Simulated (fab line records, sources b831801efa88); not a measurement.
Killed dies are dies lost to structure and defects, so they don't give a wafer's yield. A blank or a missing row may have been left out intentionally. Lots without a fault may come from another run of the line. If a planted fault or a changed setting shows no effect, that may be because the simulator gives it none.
fab line records / flow sky130 / part 2 of 2: steps 27 to 35 of 35
record lots=5 wafers=15 last_day=50
route steps=708 shown LDD_HVN@267 LDD_HVP@278 LDD_LDN@289
lots that met no fault: taken from a fault-free run of the same line
start_h: hours from the record's first day to the start of the lot's first wafer shown / wait_h: how many hours have passed since the lot's step before this one / " as in the row above / L1.1+2: several wafers, shown together as one row / - no value, or no start was given / * or withheld: withheld / < > ~ a bound
route shown NAME@n: a module of which the file shows steps, and the number in the route of the first / usual: mean/standard deviation of fault-free wafers / same: alike in all rows / chamber/n: place in a boat / sites: each site's reading / _std_site: the standard deviation of these / _edge_site: outer sites' mean less inner sites' / radius_mm: how far each site lies from the wafer's centre / mask NAME#n: copy n / behind: the last tool/chamber to shape the wafer / hold: the reason the lot was held/the length of the hold in hours/how it ended / device: whichever transistor did not switch (one of n, p or np) / end of line: at the end of the route, the tests of the same wafers / a step without rows: its recipe alone / killed: not the wafer's yield, but the dies lost to structure and defects at the first sort / map: a wafer's dies, marking killed ones x, the rest . and places with no die _
set.NAME: setting as actually run; set.NAME@STEP: the setting as run at that earlier step / model.NAME: the simulator's own value behind a step, which no gauge read
lots at some steps of the route; a table a step, a row a wafer
services: from which hour (start_h, from the record's first day; less than 0 if before it) a tool's chamber was out of use, for how many hours, and why
## steps
# step SKY_LDD_LDN_EXPOSE_04
# recipe mask_id=LDNTM na=0.6 source_shape=conventional sigma_outer=0.6 polarization=unpolarized target_cd_nm=700 dose_mj=140
lot.wafer=L077.2+4+6 tool=iline_stepper-01 chamber=0 start_h=- wait_h=- mask=LDNTM#0
lot.wafer=L083.1+2+4 tool=iline_stepper-01 chamber=0 start_h=- wait_h=- mask=LDNTM#0
lot.wafer=L084.1+2+6 tool=iline_stepper-02 chamber=0 start_h=- wait_h=- mask=LDNTM#0
lot.wafer=L088.2+3+6 tool=iline_stepper-01 chamber=0 start_h=- wait_h=- mask=LDNTM#0
lot.wafer=L097.2+4+5 tool=iline_stepper-01 chamber=0 start_h=- wait_h=- mask=LDNTM#0
# step SKY_LDD_LDN_PEB_05
# recipe temp_c=withheld time_s=* resist=NOVOLAK
# usual resist_line_temp_C=*
lot.wafer=L077.2 tool=litho_track-01 chamber=0 start_h=- wait_h=- resist_line_temp_C=*
lot.wafer=L077.4 tool=litho_track-01 chamber=0 start_h=- wait_h=- resist_line_temp_C=*
lot.wafer=L077.6 tool=litho_track-01 chamber=0 start_h=- wait_h=- resist_line_temp_C=*
lot.wafer=L083.1 tool=litho_track-02 chamber=0 start_h=- wait_h=- resist_line_temp_C=*
lot.wafer=L083.2 tool=litho_track-02 chamber=0 start_h=- wait_h=- resist_line_temp_C=*
lot.wafer=L083.4 tool=litho_track-02 chamber=0 start_h=- wait_h=- resist_line_temp_C=*
lot.wafer=L084.1 tool=litho_track-01 chamber=0 start_h=- wait_h=- resist_line_temp_C=*
lot.wafer=L084.2 tool=litho_track-01 chamber=0 start_h=- wait_h=- resist_line_temp_C=*
lot.wafer=L084.6 tool=litho_track-01 chamber=0 start_h=- wait_h=- resist_line_temp_C=*
lot.wafer=L088.2 tool=litho_track-01 chamber=0 start_h=- wait_h=- resist_line_temp_C=*
lot.wafer=L088.3 tool=litho_track-01 chamber=0 start_h=- wait_h=- resist_line_temp_C=*
lot.wafer=L088.6 tool=litho_track-01 chamber=0 start_h=- wait_h=- resist_line_temp_C=*
lot.wafer=L097.2 tool=litho_track-02 chamber=0 start_h=- wait_h=- resist_line_temp_C=*
lot.wafer=L097.4 tool=litho_track-02 chamber=0 start_h=- wait_h=- resist_line_temp_C=*
lot.wafer=L097.5 tool=litho_track-02 chamber=0 start_h=- wait_h=- resist_line_temp_C=*
# step SKY_LDD_LDN_DEVELOP_06
# recipe resist=NOVOLAK developer=TMAH develop_time_s=60 dev_temp_c=23
# usual resist_line_temp_C=23.03/0.099
lot.wafer=L077.2 tool=litho_track-01 chamber=0 start_h=562.05 wait_h=0.1 resist_line_temp_C=23.06
lot.wafer=L077.4 tool=litho_track-01 chamber=0 start_h=562.05 wait_h=0.1 resist_line_temp_C=22.98
lot.wafer=L077.6 tool=litho_track-01 chamber=0 start_h=562.05 wait_h=0.1 resist_line_temp_C=23.02
lot.wafer=L083.1 tool=litho_track-02 chamber=0 start_h=601.86 wait_h=0.1 resist_line_temp_C=22.81
lot.wafer=L083.2 tool=litho_track-02 chamber=0 start_h=601.86 wait_h=0.1 resist_line_temp_C=22.95
lot.wafer=L083.4 tool=litho_track-02 chamber=0 start_h=601.86 wait_h=0.1 resist_line_temp_C=22.79
lot.wafer=L084.1 tool=litho_track-01 chamber=0 start_h=623.77 wait_h=0.1 resist_line_temp_C=22.98
lot.wafer=L084.2 tool=litho_track-01 chamber=0 start_h=623.77 wait_h=0.1 resist_line_temp_C=23.01
lot.wafer=L084.6 tool=litho_track-01 chamber=0 start_h=623.77 wait_h=0.1 resist_line_temp_C=23.01
lot.wafer=L088.2 tool=litho_track-01 chamber=0 start_h=643.20 wait_h=0.1 resist_line_temp_C=23.11
lot.wafer=L088.3 tool=litho_track-01 chamber=0 start_h=643.20 wait_h=0.1 resist_line_temp_C=23.02
lot.wafer=L088.6 tool=litho_track-01 chamber=0 start_h=643.20 wait_h=0.1 resist_line_temp_C=22.90
lot.wafer=L097.2 tool=litho_track-02 chamber=0 start_h=706.29 wait_h=0.1 resist_line_temp_C=23.00
lot.wafer=L097.4 tool=litho_track-02 chamber=0 start_h=706.29 wait_h=0.1 resist_line_temp_C=23.04
lot.wafer=L097.5 tool=litho_track-02 chamber=0 start_h=706.29 wait_h=0.1 resist_line_temp_C=23.13
# step SKY_LDD_LDN_OVL_MEAS_07
# usual LDD_LDN_OVL=0.5/1.4
lot.wafer=L077.2 tool=overlay-01 chamber=- start_h=562.18 wait_h=0.1 LDD_LDN_OVL[nm]=0.9
lot.wafer=L077.4 tool=overlay-01 chamber=- start_h=562.18 wait_h=0.1 LDD_LDN_OVL[nm]=0.0
lot.wafer=L077.6 tool=overlay-01 chamber=- start_h=562.18 wait_h=0.1 LDD_LDN_OVL[nm]=1.0
lot.wafer=L083.1 tool=overlay-01 chamber=- start_h=602.01 wait_h=0.1 LDD_LDN_OVL[nm]=0.4
lot.wafer=L083.2 tool=overlay-01 chamber=- start_h=602.01 wait_h=0.1 LDD_LDN_OVL[nm]=-0.2
lot.wafer=L083.4 tool=overlay-01 chamber=- start_h=602.01 wait_h=0.1 LDD_LDN_OVL[nm]=2.0
lot.wafer=L084.1 tool=overlay-01 chamber=- start_h=623.92 wait_h=0.1 LDD_LDN_OVL[nm]=2.0
lot.wafer=L084.2 tool=overlay-01 chamber=- start_h=623.92 wait_h=0.1 LDD_LDN_OVL[nm]=3.4
lot.wafer=L084.6 tool=overlay-01 chamber=- start_h=623.92 wait_h=0.1 LDD_LDN_OVL[nm]=2.9
lot.wafer=L088.2 tool=overlay-01 chamber=- start_h=643.33 wait_h=0.1 LDD_LDN_OVL[nm]=-0.5
lot.wafer=L088.3 tool=overlay-01 chamber=- start_h=643.33 wait_h=0.1 LDD_LDN_OVL[nm]=0.6
lot.wafer=L088.6 tool=overlay-01 chamber=- start_h=643.33 wait_h=0.1 LDD_LDN_OVL[nm]=1.0
lot.wafer=L097.2 tool=overlay-02 chamber=- start_h=706.42 wait_h=0.1 LDD_LDN_OVL[nm]=2.8
lot.wafer=L097.4 tool=overlay-02 chamber=- start_h=706.42 wait_h=0.1 LDD_LDN_OVL[nm]=0.3
lot.wafer=L097.5 tool=overlay-02 chamber=- start_h=706.42 wait_h=0.1 LDD_LDN_OVL[nm]=1.1
# step SKY_LDD_LDN_IMPLANT_08
# recipe species=As energy_kev=15 dose_cm2=1.25e+13 tilt_deg=withheld rotation_deg=23
# usual beam_on_s=9.99/0.21
lot.wafer=L077.2 tool=implanter-02 chamber=0 start_h=562.24 wait_h=0.0 beam_on_s=9.78
lot.wafer=L077.4 tool=implanter-02 chamber=0 start_h=562.24 wait_h=0.0 beam_on_s=9.85
lot.wafer=L077.6 tool=implanter-02 chamber=0 start_h=562.24 wait_h=0.0 beam_on_s=9.91
lot.wafer=L083.1 tool=implanter-04 chamber=0 start_h=602.05 wait_h=0.0 beam_on_s=10.08
lot.wafer=L083.2 tool=implanter-04 chamber=0 start_h=602.05 wait_h=0.0 beam_on_s=10.33
lot.wafer=L083.4 tool=implanter-04 chamber=0 start_h=602.05 wait_h=0.0 beam_on_s=9.84
lot.wafer=L084.1 tool=implanter-02 chamber=0 start_h=623.96 wait_h=0.0 beam_on_s=9.87
lot.wafer=L084.2 tool=implanter-02 chamber=0 start_h=623.96 wait_h=0.0 beam_on_s=10.12
lot.wafer=L084.6 tool=implanter-02 chamber=0 start_h=623.96 wait_h=0.0 beam_on_s=9.88
lot.wafer=L088.2 tool=implanter-03 chamber=0 start_h=643.39 wait_h=0.0 beam_on_s=10.00
lot.wafer=L088.3 tool=implanter-03 chamber=0 start_h=643.39 wait_h=0.0 beam_on_s=9.81
lot.wafer=L088.6 tool=implanter-03 chamber=0 start_h=643.39 wait_h=0.0 beam_on_s=10.14
lot.wafer=L097.2 tool=implanter-04 chamber=0 start_h=706.47 wait_h=0.0 beam_on_s=10.45
lot.wafer=L097.4 tool=implanter-04 chamber=0 start_h=706.47 wait_h=0.0 beam_on_s=9.76
lot.wafer=L097.5 tool=implanter-04 chamber=0 start_h=706.47 wait_h=0.0 beam_on_s=9.91
# step SKY_LDD_LDN_IMPLANT_09
# recipe species=As energy_kev=15 dose_cm2=1.25e+13 tilt_deg=withheld rotation_deg=113
# usual beam_on_s=10.01/0.17
lot.wafer=L077.2 tool=implanter-02 chamber=0 start_h=562.39 wait_h=0.1 beam_on_s=10.16
lot.wafer=L077.4 tool=implanter-02 chamber=0 start_h=562.39 wait_h=0.1 beam_on_s=9.92
lot.wafer=L077.6 tool=implanter-02 chamber=0 start_h=562.39 wait_h=0.1 beam_on_s=9.52
lot.wafer=L083.1 tool=implanter-04 chamber=0 start_h=602.20 wait_h=0.1 beam_on_s=9.45
lot.wafer=L083.2 tool=implanter-04 chamber=0 start_h=602.20 wait_h=0.1 beam_on_s=10.18
lot.wafer=L083.4 tool=implanter-04 chamber=0 start_h=602.20 wait_h=0.1 beam_on_s=9.96
lot.wafer=L084.1 tool=implanter-02 chamber=0 start_h=624.11 wait_h=0.1 beam_on_s=10.06
lot.wafer=L084.2 tool=implanter-02 chamber=0 start_h=624.11 wait_h=0.1 beam_on_s=10.02
lot.wafer=L084.6 tool=implanter-02 chamber=0 start_h=624.11 wait_h=0.1 beam_on_s=9.96
lot.wafer=L088.2 tool=implanter-03 chamber=0 start_h=643.54 wait_h=0.1 beam_on_s=9.92
lot.wafer=L088.3 tool=implanter-03 chamber=0 start_h=643.54 wait_h=0.1 beam_on_s=9.85
lot.wafer=L088.6 tool=implanter-03 chamber=0 start_h=643.54 wait_h=0.1 beam_on_s=9.91
lot.wafer=L097.2 tool=implanter-04 chamber=0 start_h=706.62 wait_h=0.1 beam_on_s=9.95
lot.wafer=L097.4 tool=implanter-04 chamber=0 start_h=706.62 wait_h=0.1 beam_on_s=10.03
lot.wafer=L097.5 tool=implanter-04 chamber=0 start_h=706.62 wait_h=0.1 beam_on_s=10.12
# step SKY_LDD_LDN_IMPLANT_10
# recipe species=As energy_kev=15 dose_cm2=1.25e+13 tilt_deg=withheld rotation_deg=203
# usual beam_on_s=9.98/0.21
lot.wafer=L077.2 tool=implanter-02 chamber=0 start_h=562.54 wait_h=0.1 beam_on_s=9.91
lot.wafer=L077.4 tool=implanter-02 chamber=0 start_h=562.54 wait_h=0.1 beam_on_s=10.21
lot.wafer=L077.6 tool=implanter-02 chamber=0 start_h=562.54 wait_h=0.1 beam_on_s=9.84
lot.wafer=L083.1 tool=implanter-04 chamber=0 start_h=602.35 wait_h=0.1 beam_on_s=10.01
lot.wafer=L083.2 tool=implanter-04 chamber=0 start_h=602.35 wait_h=0.1 beam_on_s=9.86
lot.wafer=L083.4 tool=implanter-04 chamber=0 start_h=602.35 wait_h=0.1 beam_on_s=10.35
lot.wafer=L084.1 tool=implanter-02 chamber=0 start_h=624.26 wait_h=0.1 beam_on_s=9.71
lot.wafer=L084.2 tool=implanter-02 chamber=0 start_h=624.26 wait_h=0.1 beam_on_s=9.81
lot.wafer=L084.6 tool=implanter-02 chamber=0 start_h=624.26 wait_h=0.1 beam_on_s=9.64
lot.wafer=L088.2 tool=implanter-03 chamber=0 start_h=643.69 wait_h=0.1 beam_on_s=10.18
lot.wafer=L088.3 tool=implanter-03 chamber=0 start_h=643.69 wait_h=0.1 beam_on_s=9.94
lot.wafer=L088.6 tool=implanter-03 chamber=0 start_h=643.69 wait_h=0.1 beam_on_s=10.09
lot.wafer=L097.2 tool=implanter-04 chamber=0 start_h=706.77 wait_h=0.1 beam_on_s=10.09
lot.wafer=L097.4 tool=implanter-04 chamber=0 start_h=706.77 wait_h=0.1 beam_on_s=9.72
lot.wafer=L097.5 tool=implanter-04 chamber=0 start_h=706.77 wait_h=0.1 beam_on_s=10.19
# step SKY_LDD_LDN_IMPLANT_11
# recipe species=As energy_kev=15 dose_cm2=1.25e+13 tilt_deg=withheld rotation_deg=293
# usual beam_on_s=10.01/0.21
lot.wafer=L077.2 tool=implanter-02 chamber=0 start_h=562.69 wait_h=0.1 beam_on_s=10.16
lot.wafer=L077.4 tool=implanter-02 chamber=0 start_h=562.69 wait_h=0.1 beam_on_s=10.10
lot.wafer=L077.6 tool=implanter-02 chamber=0 start_h=562.69 wait_h=0.1 beam_on_s=9.96
lot.wafer=L083.1 tool=implanter-04 chamber=0 start_h=602.50 wait_h=0.1 beam_on_s=10.05
lot.wafer=L083.2 tool=implanter-04 chamber=0 start_h=602.50 wait_h=0.1 beam_on_s=9.88
lot.wafer=L083.4 tool=implanter-04 chamber=0 start_h=602.50 wait_h=0.1 beam_on_s=9.73
lot.wafer=L084.1 tool=implanter-02 chamber=0 start_h=624.41 wait_h=0.1 beam_on_s=9.86
lot.wafer=L084.2 tool=implanter-02 chamber=0 start_h=624.41 wait_h=0.1 beam_on_s=9.95
lot.wafer=L084.6 tool=implanter-02 chamber=0 start_h=624.41 wait_h=0.1 beam_on_s=10.08
lot.wafer=L088.2 tool=implanter-03 chamber=0 start_h=643.84 wait_h=0.1 beam_on_s=9.88
lot.wafer=L088.3 tool=implanter-03 chamber=0 start_h=643.84 wait_h=0.1 beam_on_s=10.00
lot.wafer=L088.6 tool=implanter-03 chamber=0 start_h=643.84 wait_h=0.1 beam_on_s=10.15
lot.wafer=L097.2 tool=implanter-04 chamber=0 start_h=706.92 wait_h=0.1 beam_on_s=10.47
lot.wafer=L097.4 tool=implanter-04 chamber=0 start_h=706.92 wait_h=0.1 beam_on_s=9.77
lot.wafer=L097.5 tool=implanter-04 chamber=0 start_h=706.92 wait_h=0.1 beam_on_s=9.98
# step SKY_LDD_LDN_STRIP_12
# recipe chemistry=O2/N2 power_w=1400 pressure_mtorr=1500 platen_temp_c=withheld o2_flow_sccm=3000 n2_flow_sccm=300 overash_fraction=0.5
# usual drypump_motor_current_A=5.7/0.36 o2_flow_sccm=2999/9.3 oes_product_au=0.716/0.0048 strip_time_to_endpoint_s=14.16/0.041
lot.wafer=L077.2 tool=plasma_asher-04 chamber=0 start_h=562.81 wait_h=0.1 drypump_motor_current_A=5.3 o2_flow_sccm=3003 oes_product_au=0.707 rf_hours_counter_h=76 strip_time_to_endpoint_s=14.17
lot.wafer=L077.4 tool=plasma_asher-04 chamber=0 start_h=562.81 wait_h=0.1 drypump_motor_current_A=5.3 o2_flow_sccm=2997 oes_product_au=0.711 rf_hours_counter_h=- strip_time_to_endpoint_s=14.17
lot.wafer=L077.6 tool=plasma_asher-04 chamber=0 start_h=562.81 wait_h=0.1 drypump_motor_current_A=5.3 o2_flow_sccm=2994 oes_product_au=0.724 rf_hours_counter_h=- strip_time_to_endpoint_s=14.16
lot.wafer=L083.1 tool=plasma_asher-01 chamber=0 start_h=602.65 wait_h=0.1 drypump_motor_current_A=5.6 o2_flow_sccm=3000 oes_product_au=0.722 rf_hours_counter_h=93 strip_time_to_endpoint_s=14.14
lot.wafer=L083.2 tool=plasma_asher-01 chamber=1 start_h=602.65 wait_h=0.1 drypump_motor_current_A=6.1 o2_flow_sccm=2996 oes_product_au=0.719 rf_hours_counter_h=93 strip_time_to_endpoint_s=14.12
lot.wafer=L083.4 tool=plasma_asher-01 chamber=0 start_h=602.65 wait_h=0.1 drypump_motor_current_A=5.5 o2_flow_sccm=2985 oes_product_au=0.716 rf_hours_counter_h=- strip_time_to_endpoint_s=14.10
lot.wafer=L084.1 tool=plasma_asher-04 chamber=1 start_h=624.56 wait_h=0.1 drypump_motor_current_A=5.8 o2_flow_sccm=3009 oes_product_au=0.717 rf_hours_counter_h=82 strip_time_to_endpoint_s=14.20
lot.wafer=L084.2 tool=plasma_asher-04 chamber=0 start_h=624.56 wait_h=0.1 drypump_motor_current_A=5.4 o2_flow_sccm=3022 oes_product_au=0.710 rf_hours_counter_h=82 strip_time_to_endpoint_s=14.19
lot.wafer=L084.6 tool=plasma_asher-04 chamber=1 start_h=624.56 wait_h=0.1 drypump_motor_current_A=5.8 o2_flow_sccm=3003 oes_product_au=0.716 rf_hours_counter_h=- strip_time_to_endpoint_s=14.13
lot.wafer=L088.2 tool=plasma_asher-04 chamber=1 start_h=643.96 wait_h=0.1 drypump_motor_current_A=5.8 o2_flow_sccm=2988 oes_product_au=0.717 rf_hours_counter_h=84 strip_time_to_endpoint_s=14.16
lot.wafer=L088.3 tool=plasma_asher-04 chamber=1 start_h=643.96 wait_h=0.1 drypump_motor_current_A=5.8 o2_flow_sccm=2982 oes_product_au=0.717 rf_hours_counter_h=- strip_time_to_endpoint_s=14.17
lot.wafer=L088.6 tool=plasma_asher-04 chamber=0 start_h=643.96 wait_h=0.1 drypump_motor_current_A=5.3 o2_flow_sccm=3007 oes_product_au=0.708 rf_hours_counter_h=- strip_time_to_endpoint_s=14.11
lot.wafer=L097.2 tool=plasma_asher-01 chamber=0 start_h=707.05 wait_h=0.1 drypump_motor_current_A=5.6 o2_flow_sccm=2992 oes_product_au=0.722 rf_hours_counter_h=103 strip_time_to_endpoint_s=14.09
lot.wafer=L097.4 tool=plasma_asher-01 chamber=1 start_h=707.05 wait_h=0.1 drypump_motor_current_A=6.1 o2_flow_sccm=2990 oes_product_au=0.721 rf_hours_counter_h=- strip_time_to_endpoint_s=14.09
lot.wafer=L097.5 tool=plasma_asher-01 chamber=1 start_h=707.05 wait_h=0.1 drypump_motor_current_A=6.0 o2_flow_sccm=2989 oes_product_au=0.716 rf_hours_counter_h=- strip_time_to_endpoint_s=14.08
## services
tool=iline_stepper-02 chamber=- start_h=480.31 hours=2.1 kind=pm
tool=implanter-01 chamber=- start_h=492.46 hours=4.3 kind=pm
tool=iline_stepper-01 chamber=- start_h=495.30 hours=1.7 kind=pm
tool=iline_stepper-01 chamber=- start_h=496.97 hours=4.4 kind=pm
tool=implanter-04 chamber=- start_h=507.83 hours=3.4 kind=pm
tool=plasma_asher-01 chamber=- start_h=515.41 hours=1.2 kind=repair
tool=implanter-02 chamber=- start_h=519.79 hours=8.5 kind=repair
tool=implanter-04 chamber=- start_h=523.65 hours=2.4 kind=repair
tool=implanter-04 chamber=- start_h=528.61 hours=1.8 kind=repair
tool=iline_stepper-02 chamber=- start_h=555.08 hours=1.7 kind=pm
tool=plasma_asher-03 chamber=- start_h=559.82 hours=6.0 kind=repair
tool=implanter-04 chamber=- start_h=560.14 hours=10.2 kind=repair
tool=implanter-04 chamber=- start_h=560.32 hours=2.1 kind=repair
tool=implanter-03 chamber=- start_h=572.58 hours=1.5 kind=repair
tool=iline_stepper-02 chamber=- start_h=591.78 hours=4.2 kind=repair
tool=implanter-03 chamber=- start_h=611.46 hours=3.7 kind=pm
tool=plasma_asher-01 chamber=- start_h=614.39 hours=1.8 kind=repair
tool=plasma_asher-01 chamber=- start_h=623.51 hours=2.8 kind=pm
tool=iline_stepper-01 chamber=- start_h=638.81 hours=2.1 kind=pm
tool=plasma_asher-03 chamber=- start_h=652.74 hours=2.7 kind=repair
tool=implanter-02 chamber=- start_h=672.45 hours=1.7 kind=repair
tool=iline_stepper-01 chamber=- start_h=678.12 hours=8.0 kind=repair
tool=plasma_asher-01 chamber=- start_h=697.48 hours=1.6 kind=repair
tool=plasma_asher-03 chamber=- start_h=701.12 hours=5.1 kind=repair
